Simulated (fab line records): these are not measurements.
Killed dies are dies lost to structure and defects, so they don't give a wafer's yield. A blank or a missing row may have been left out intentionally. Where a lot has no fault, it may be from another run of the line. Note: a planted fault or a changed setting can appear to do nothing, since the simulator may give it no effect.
fab line records / flow gf180mcu
[record] lots = 5 wafers = 27
route steps=602 shown PASSIVATION@587
start_h: start of the lot's first displayed wafer, in hours after the record's first day / wait_h: hours elapsed since this lot's preceding step / " unchanged from the row above / L1.1+2: one row covering several wafers at once / - either no value or no given start / * or withheld: withheld / < > ~ a bound
route shown NAME@n: a module of which the file shows steps, and the number in the route of the first / usual: mean/standard deviation taken from wafers without a fault / same: alike in all rows / chamber/n: place in a boat / sites: the reading at each site / _std_site: standard deviation across them / _edge_site: the outer-site mean with the inner-site mean subtracted / radius_mm: for every site, how far away it sits from the centre of the wafer / mask NAME#n: copy n / behind: the last tool/chamber to shape the wafer / hold: cause of the lot's hold/its duration in hours/its outcome / device: which transistor (n, p or np) failed to switch / end of line: tests of these same wafers at the route's end / a step with no rows: only its recipe / killed: count of dies lost to structure and defects at first sort (not the wafer's yield) / map: a wafer's dies, marking killed ones x, the rest . and places with no die _
set.NAME: the setting that was run; set.NAME@STEP: the one run at that earlier step / model.NAME: the simulator's own value behind a step, which no gauge read
lots run with intentionally changed settings; tables by step, rows by wafer
[[steps]]
[step GF_PASSIVATION_CVD_00]
[recipe] material = SiO2 target_thk_nm = 1000 precursor = TEOS temp_c = 400 time_s = 111.95 rf_w = 600
lot.wafer=L075.1 tool=pecvd-02 chamber=0 start_h=659.86 wait_h=0.0 set.time_s=111.95 model.SiO2_of_PASSIVATION_CVD_00.thk_nm=997.4
lot.wafer=L075.2+3 tool=pecvd-02 chamber=1,0 start_h=659.86 wait_h=0.0 set.time_s=111.95 model.SiO2_of_PASSIVATION_CVD_00.thk_nm=1014
lot.wafer=L075.4+6 tool=pecvd-02 chamber=1 start_h=659.86 wait_h=0.0 set.time_s=111.95 model.SiO2_of_PASSIVATION_CVD_00.thk_nm=1021
lot.wafer=L075.5 tool=pecvd-02 chamber=0 start_h=659.86 wait_h=0.0 set.time_s=111.95 model.SiO2_of_PASSIVATION_CVD_00.thk_nm=1020
lot.wafer=L077.1 tool=pecvd-03 chamber=0 start_h=672.62 wait_h=0.0 set.time_s=86.96 model.SiO2_of_PASSIVATION_CVD_00.thk_nm=758.9
lot.wafer=L077.2 tool=pecvd-03 chamber=1 start_h=672.62 wait_h=0.0 set.time_s=86.96 model.SiO2_of_PASSIVATION_CVD_00.thk_nm=767.5
lot.wafer=L077.3 tool=pecvd-03 chamber=2 start_h=672.62 wait_h=0.0 set.time_s=86.96 model.SiO2_of_PASSIVATION_CVD_00.thk_nm=759.4
lot.wafer=L077.4 tool=pecvd-03 chamber=0 start_h=672.62 wait_h=0.0 set.time_s=111.95 model.SiO2_of_PASSIVATION_CVD_00.thk_nm=990.4
lot.wafer=L077.5 tool=pecvd-03 chamber=2 start_h=672.62 wait_h=0.0 set.time_s=111.95 model.SiO2_of_PASSIVATION_CVD_00.thk_nm=1007
lot.wafer=L077.6 tool=pecvd-03 chamber=1 start_h=672.62 wait_h=0.0 set.time_s=111.95 model.SiO2_of_PASSIVATION_CVD_00.thk_nm=996.5
lot.wafer=L078.1 tool=pecvd-02 chamber=1 start_h=679.19 wait_h=0.0 set.time_s=111.95 model.SiO2_of_PASSIVATION_CVD_00.thk_nm=1012
lot.wafer=L078.4+6 tool=pecvd-02 chamber=0,2 start_h=679.19 wait_h=0.0 set.time_s=111.95 model.SiO2_of_PASSIVATION_CVD_00.thk_nm=1021
lot.wafer=L080.1 tool=pecvd-04 chamber=1 start_h=698.71 wait_h=0.0 set.time_s=111.95 model.SiO2_of_PASSIVATION_CVD_00.thk_nm=990.3
lot.wafer=L080.2 tool=pecvd-04 chamber=2 start_h=698.71 wait_h=0.0 set.time_s=111.95 model.SiO2_of_PASSIVATION_CVD_00.thk_nm=1002
lot.wafer=L080.3 tool=pecvd-04 chamber=0 start_h=698.71 wait_h=0.0 set.time_s=71.11 model.SiO2_of_PASSIVATION_CVD_00.thk_nm=627.2
lot.wafer=L080.4 tool=pecvd-04 chamber=2 start_h=698.71 wait_h=0.0 set.time_s=71.11 model.SiO2_of_PASSIVATION_CVD_00.thk_nm=651.8
lot.wafer=L080.5 tool=pecvd-04 chamber=0 start_h=698.71 wait_h=0.0 set.time_s=71.11 model.SiO2_of_PASSIVATION_CVD_00.thk_nm=649.4
lot.wafer=L080.6 tool=pecvd-04 chamber=1 start_h=698.71 wait_h=0.0 set.time_s=111.95 model.SiO2_of_PASSIVATION_CVD_00.thk_nm=1009
lot.wafer=L085.1 tool=pecvd-04 chamber=1 start_h=736.94 wait_h=0.0 set.time_s=111.95 model.SiO2_of_PASSIVATION_CVD_00.thk_nm=992.3
lot.wafer=L085.2 tool=pecvd-04 chamber=0 start_h=736.94 wait_h=0.0 set.time_s=159.3 model.SiO2_of_PASSIVATION_CVD_00.thk_nm=1426
lot.wafer=L085.3 tool=pecvd-04 chamber=2 start_h=736.94 wait_h=0.0 set.time_s=159.3 model.SiO2_of_PASSIVATION_CVD_00.thk_nm=1415
lot.wafer=L085.4 tool=pecvd-04 chamber=2 start_h=736.94 wait_h=0.0 set.time_s=111.95 model.SiO2_of_PASSIVATION_CVD_00.thk_nm=1006
lot.wafer=L085.5 tool=pecvd-04 chamber=0 start_h=736.94 wait_h=0.0 set.time_s=111.95 model.SiO2_of_PASSIVATION_CVD_00.thk_nm=1016
lot.wafer=L085.6 tool=pecvd-04 chamber=1 start_h=736.94 wait_h=0.0 set.time_s=159.3 model.SiO2_of_PASSIVATION_CVD_00.thk_nm=1447
[step GF_PASSIVATION_THK_MEAS_01]
[recipe] reads = SiO2_of_PASSIVATION_CVD_00
[usual] PASSIVATION_CVD_00_THK = 1007/14
lot.wafer=L075.1 tool=film_metro-02 chamber=- start_h=659.98 wait_h=0.1 set.time_s@PASSIVATION_CVD_00=111.95 PASSIVATION_CVD_00_THK[nm]=996
lot.wafer=L075.2 tool=film_metro-02 chamber=- start_h=659.98 wait_h=0.1 set.time_s@PASSIVATION_CVD_00=111.95 PASSIVATION_CVD_00_THK[nm]=1014
lot.wafer=L075.3 tool=film_metro-02 chamber=- start_h=659.98 wait_h=0.1 set.time_s@PASSIVATION_CVD_00=111.95 PASSIVATION_CVD_00_THK[nm]=1013
lot.wafer=L075.4 tool=film_metro-02 chamber=- start_h=659.98 wait_h=0.1 set.time_s@PASSIVATION_CVD_00=111.95 PASSIVATION_CVD_00_THK[nm]=1021
lot.wafer=L075.5 tool=film_metro-02 chamber=- start_h=659.98 wait_h=0.1 set.time_s@PASSIVATION_CVD_00=111.95 PASSIVATION_CVD_00_THK[nm]=1020
lot.wafer=L075.6 tool=film_metro-02 chamber=- start_h=659.98 wait_h=0.1 set.time_s@PASSIVATION_CVD_00=111.95 PASSIVATION_CVD_00_THK[nm]=1021
lot.wafer=L077.1 tool=film_metro-01 chamber=- start_h=672.70 wait_h=0.0 set.time_s@PASSIVATION_CVD_00=86.96 PASSIVATION_CVD_00_THK[nm]=759
lot.wafer=L077.2 tool=film_metro-01 chamber=- start_h=672.70 wait_h=0.0 set.time_s@PASSIVATION_CVD_00=86.96 PASSIVATION_CVD_00_THK[nm]=768
lot.wafer=L077.3 tool=film_metro-01 chamber=- start_h=672.70 wait_h=0.0 set.time_s@PASSIVATION_CVD_00=86.96 PASSIVATION_CVD_00_THK[nm]=759
lot.wafer=L077.4 tool=film_metro-01 chamber=- start_h=672.70 wait_h=0.0 set.time_s@PASSIVATION_CVD_00=111.95 PASSIVATION_CVD_00_THK[nm]=991
lot.wafer=L077.5 tool=film_metro-01 chamber=- start_h=672.70 wait_h=0.0 set.time_s@PASSIVATION_CVD_00=111.95 PASSIVATION_CVD_00_THK[nm]=1008
lot.wafer=L077.6 tool=film_metro-01 chamber=- start_h=672.70 wait_h=0.0 set.time_s@PASSIVATION_CVD_00=111.95 PASSIVATION_CVD_00_THK[nm]=997
lot.wafer=L078.1 tool=film_metro-03 chamber=- start_h=679.31 wait_h=0.1 set.time_s@PASSIVATION_CVD_00=111.95 PASSIVATION_CVD_00_THK[nm]=1012
lot.wafer=L078.4 tool=film_metro-03 chamber=- start_h=679.31 wait_h=0.1 set.time_s@PASSIVATION_CVD_00=111.95 PASSIVATION_CVD_00_THK[nm]=1022
lot.wafer=L078.6 tool=film_metro-03 chamber=- start_h=679.31 wait_h=0.1 set.time_s@PASSIVATION_CVD_00=111.95 PASSIVATION_CVD_00_THK[nm]=1022
lot.wafer=L080.1 tool=film_metro-03 chamber=- start_h=698.79 wait_h=0.0 set.time_s@PASSIVATION_CVD_00=111.95 PASSIVATION_CVD_00_THK[nm]=990
lot.wafer=L080.2 tool=film_metro-03 chamber=- start_h=698.79 wait_h=0.0 set.time_s@PASSIVATION_CVD_00=111.95 PASSIVATION_CVD_00_THK[nm]=1003
lot.wafer=L080.3 tool=film_metro-03 chamber=- start_h=698.79 wait_h=0.0 set.time_s@PASSIVATION_CVD_00=71.11 PASSIVATION_CVD_00_THK[nm]=627
lot.wafer=L080.4 tool=film_metro-03 chamber=- start_h=698.79 wait_h=0.0 set.time_s@PASSIVATION_CVD_00=71.11 PASSIVATION_CVD_00_THK[nm]=652
lot.wafer=L080.5 tool=film_metro-03 chamber=- start_h=698.79 wait_h=0.0 set.time_s@PASSIVATION_CVD_00=71.11 PASSIVATION_CVD_00_THK[nm]=650
lot.wafer=L080.6 tool=film_metro-03 chamber=- start_h=698.79 wait_h=0.0 set.time_s@PASSIVATION_CVD_00=111.95 PASSIVATION_CVD_00_THK[nm]=1009
lot.wafer=L085.1 tool=film_metro-02 chamber=- start_h=737.02 wait_h=0.0 set.time_s@PASSIVATION_CVD_00=111.95 PASSIVATION_CVD_00_THK[nm]=993
lot.wafer=L085.2 tool=film_metro-02 chamber=- start_h=737.02 wait_h=0.0 set.time_s@PASSIVATION_CVD_00=159.3 PASSIVATION_CVD_00_THK[nm]=1426
lot.wafer=L085.3 tool=film_metro-02 chamber=- start_h=737.02 wait_h=0.0 set.time_s@PASSIVATION_CVD_00=159.3 PASSIVATION_CVD_00_THK[nm]=1415
lot.wafer=L085.4 tool=film_metro-02 chamber=- start_h=737.02 wait_h=0.0 set.time_s@PASSIVATION_CVD_00=111.95 PASSIVATION_CVD_00_THK[nm]=1007
lot.wafer=L085.5 tool=film_metro-02 chamber=- start_h=737.02 wait_h=0.0 set.time_s@PASSIVATION_CVD_00=111.95 PASSIVATION_CVD_00_THK[nm]=1015
lot.wafer=L085.6 tool=film_metro-02 chamber=- start_h=737.02 wait_h=0.0 set.time_s@PASSIVATION_CVD_00=159.3 PASSIVATION_CVD_00_THK[nm]=1448
[step GF_PASSIVATION_CVD_02]
[recipe] material = Si3N4 target_thk_nm = 700 time_s = 486.18 temp_c = 400 rf_w = 450
[step GF_PASSIVATION_PEB_09]
[recipe] temp_c = 115 time_s = withheld
[step GF_PASSIVATION_DEVELOP_10]
[recipe] develop_time_s = 60 dev_temp_c = 23
[step GF_PASSIVATION_ETCH_11]
[recipe] chemistry = CF4/O2 target_depth_nm = 1800 stop_on = TiN source_w = 800 bias_w = 150 pressure_mtorr = 150 cf4_flow_sccm = 80 O2_flow_sccm = 10 time_s = 393.4
[usual] oes_product_au = 0.974/0.0066
lot.wafer=L075.1 tool=rie_diel-02 chamber=0 start_h=679.70 wait_h=- set.time_s@PASSIVATION_CVD_00=111.95 oes_product_au=0.967 model.PASSIVATION.feature_depth_nm=1684
lot.wafer=L075.2 tool=rie_diel-02 chamber=1 start_h=679.70 wait_h=- set.time_s@PASSIVATION_CVD_00=111.95 oes_product_au=0.983 model.PASSIVATION.feature_depth_nm=1710
lot.wafer=L075.3 tool=rie_diel-02 chamber=2 start_h=679.70 wait_h=- set.time_s@PASSIVATION_CVD_00=111.95 oes_product_au=0.970 model.PASSIVATION.feature_depth_nm=1704
lot.wafer=L075.4 tool=rie_diel-02 chamber=3 start_h=679.70 wait_h=- set.time_s@PASSIVATION_CVD_00=111.95 oes_product_au=0.975 model.PASSIVATION.feature_depth_nm=1718
lot.wafer=L075.5 tool=rie_diel-02 chamber=3 start_h=679.70 wait_h=- set.time_s@PASSIVATION_CVD_00=111.95 oes_product_au=0.977 model.PASSIVATION.feature_depth_nm=1724
lot.wafer=L075.6 tool=rie_diel-02 chamber=2 start_h=679.70 wait_h=- set.time_s@PASSIVATION_CVD_00=111.95 oes_product_au=0.975 model.PASSIVATION.feature_depth_nm=1717
lot.wafer=L077.1 tool=rie_diel-02 chamber=0 start_h=692.00 wait_h=- set.time_s@PASSIVATION_CVD_00=86.96 oes_product_au=0.888 model.PASSIVATION.feature_depth_nm=1462
lot.wafer=L077.2 tool=rie_diel-02 chamber=3 start_h=692.00 wait_h=- set.time_s@PASSIVATION_CVD_00=86.96 oes_product_au=0.884 model.PASSIVATION.feature_depth_nm=1463
lot.wafer=L077.3 tool=rie_diel-02 chamber=1 start_h=692.00 wait_h=- set.time_s@PASSIVATION_CVD_00=86.96 oes_product_au=0.888 model.PASSIVATION.feature_depth_nm=1461
lot.wafer=L077.4 tool=rie_diel-02 chamber=2 start_h=692.00 wait_h=- set.time_s@PASSIVATION_CVD_00=111.95 oes_product_au=0.972 model.PASSIVATION.feature_depth_nm=1705
lot.wafer=L077.5 tool=rie_diel-02 chamber=0 start_h=692.00 wait_h=- set.time_s@PASSIVATION_CVD_00=111.95 oes_product_au=0.981 model.PASSIVATION.feature_depth_nm=1719
lot.wafer=L077.6 tool=rie_diel-02 chamber=1 start_h=692.00 wait_h=- set.time_s@PASSIVATION_CVD_00=111.95 oes_product_au=0.966 model.PASSIVATION.feature_depth_nm=1704
lot.wafer=L078.1 tool=rie_diel-04 chamber=0 start_h=698.93 wait_h=- set.time_s@PASSIVATION_CVD_00=111.95 oes_product_au=0.966 model.PASSIVATION.feature_depth_nm=1706
lot.wafer=L078.4 tool=rie_diel-04 chamber=1 start_h=698.93 wait_h=- set.time_s@PASSIVATION_CVD_00=111.95 oes_product_au=0.975 model.PASSIVATION.feature_depth_nm=1721
lot.wafer=L078.6 tool=rie_diel-04 chamber=2 start_h=698.93 wait_h=- set.time_s@PASSIVATION_CVD_00=111.95 oes_product_au=0.976 model.PASSIVATION.feature_depth_nm=1726
lot.wafer=L080.1 tool=rie_diel-03 chamber=2 start_h=717.58 wait_h=- set.time_s@PASSIVATION_CVD_00=111.95 oes_product_au=0.962 model.PASSIVATION.feature_depth_nm=1687
lot.wafer=L080.2 tool=rie_diel-03 chamber=0 start_h=717.58 wait_h=- set.time_s@PASSIVATION_CVD_00=111.95 oes_product_au=0.962 model.PASSIVATION.feature_depth_nm=1690
lot.wafer=L080.3 tool=rie_diel-03 chamber=3 start_h=717.58 wait_h=- set.time_s@PASSIVATION_CVD_00=71.11 oes_product_au=0.844 model.PASSIVATION.feature_depth_nm=1318
lot.wafer=L080.4 tool=rie_diel-03 chamber=1 start_h=717.58 wait_h=- set.time_s@PASSIVATION_CVD_00=71.11 oes_product_au=0.842 model.PASSIVATION.feature_depth_nm=1349
lot.wafer=L080.5 tool=rie_diel-03 chamber=2 start_h=717.58 wait_h=- set.time_s@PASSIVATION_CVD_00=71.11 oes_product_au=0.851 model.PASSIVATION.feature_depth_nm=1349
lot.wafer=L080.6 tool=rie_diel-03 chamber=3 start_h=717.58 wait_h=- set.time_s@PASSIVATION_CVD_00=111.95 oes_product_au=0.982 model.PASSIVATION.feature_depth_nm=1716
lot.wafer=L085.1 tool=rie_diel-04 chamber=3 start_h=753.85 wait_h=- set.time_s@PASSIVATION_CVD_00=111.95 oes_product_au=0.960 model.PASSIVATION.feature_depth_nm=1669
lot.wafer=L085.2 tool=rie_diel-04 chamber=0 start_h=753.85 wait_h=- set.time_s@PASSIVATION_CVD_00=159.3 oes_product_au=0.997 model.PASSIVATION.feature_depth_nm=1762
lot.wafer=L085.3 tool=rie_diel-04 chamber=1 start_h=753.85 wait_h=- set.time_s@PASSIVATION_CVD_00=159.3 oes_product_au=0.996 model.PASSIVATION.feature_depth_nm=1747
lot.wafer=L085.4 tool=rie_diel-04 chamber=2 start_h=753.85 wait_h=- set.time_s@PASSIVATION_CVD_00=111.95 oes_product_au=0.975 model.PASSIVATION.feature_depth_nm=1702
lot.wafer=L085.5 tool=rie_diel-04 chamber=3 start_h=753.85 wait_h=- set.time_s@PASSIVATION_CVD_00=111.95 oes_product_au=0.981 model.PASSIVATION.feature_depth_nm=1723
lot.wafer=L085.6 tool=rie_diel-04 chamber=0 start_h=753.85 wait_h=- set.time_s@PASSIVATION_CVD_00=159.3 oes_product_au=0.998 model.PASSIVATION.feature_depth_nm=1753
[[key]]
[split] step = GF_PASSIVATION_CVD_00 setting = time_s stated = 111.95 by = wafer
[response] step = GF_PASSIVATION_CVD_00 reading = model.SiO2_of_PASSIVATION_CVD_00.thk_nm change = +10 per = 1% r = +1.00
[response] step = GF_PASSIVATION_THK_MEAS_01 reading = PASSIVATION_CVD_00_THK change = +10 per = 1% r = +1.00
[response] step = GF_PASSIVATION_ETCH_11 reading = oes_product_au shape = bent at_lowest = 0.846 at_stated = 0.972 at_highest = 0.997
[response] step = GF_PASSIVATION_ETCH_11 reading = model.PASSIVATION.feature_depth_nm shape = bent at_lowest = 1339 at_stated = 1707 at_highest = 1754
